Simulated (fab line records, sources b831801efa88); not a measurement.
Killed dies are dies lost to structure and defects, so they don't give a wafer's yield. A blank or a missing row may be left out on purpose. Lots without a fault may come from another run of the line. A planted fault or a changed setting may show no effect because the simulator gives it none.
Chamber matching | flow gf180mcu | GF_V3_CMP_04 on cmp-01: 4 sister chambers
The step polishes SiO2. 4 wafers are shown with their chamber, then 8 later ones without.

WAFERS WITH THEIR CHAMBER
wafer  | chamber | motor_current_A (A)
L308.5 | 2       | 12.2
L312.4 | 1       | 11.7
L312.5 | 3       | 10.7
L313.1 | 0       | 10.8

WAFERS WITHOUT THEIR CHAMBER
wafer  | motor_current_A (A)
L313.2 | 10.9
L313.3 | 11.2
L315.1 | 11.4
L315.2 | 10.4
L315.3 | 12.1
L314.1 | 11.4
L314.2 | 10.8
L314.6 | 11.3

WHICH CHAMBER EACH WENT THROUGH
wafer  | from the rows above               | in truth
L313.2 | can't be placed: 0 or 3           | 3
L313.3 | can't be placed: 0 or 1 or 3      | 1
L315.1 | can't be placed: 1 or 0 or 3 or 2 | 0
L315.2 | can't be placed: 3 or 0           | 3
L315.3 | can't be placed: 2 or 1           | 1
L314.1 | can't be placed: 1 or 0 or 3 or 2 | 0
L314.2 | can't be placed: 0 or 3           | 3
L314.6 | can't be placed: 1 or 0 or 3 or 2 | 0
Placed correctly: 0 of 8. Can't be placed from these rows: 8 (the true chamber is among the candidates in 8). Placed wrongly: 0.
How it was worked out, from the rows above alone: a wafer's distance from a chamber is the root of the sum, over the readings, of the square of ((its reading less the chamber's mean) divided by the reading's scatter). The wafer belongs to the nearest chamber; if the next one is less than 2 further off, it can't be placed. A chamber's mean is the mean of its shown wafers. The scatter: with one shown wafer a chamber, the root of the mean of the squares of how far each hidden wafer lies from its nearest shown one.
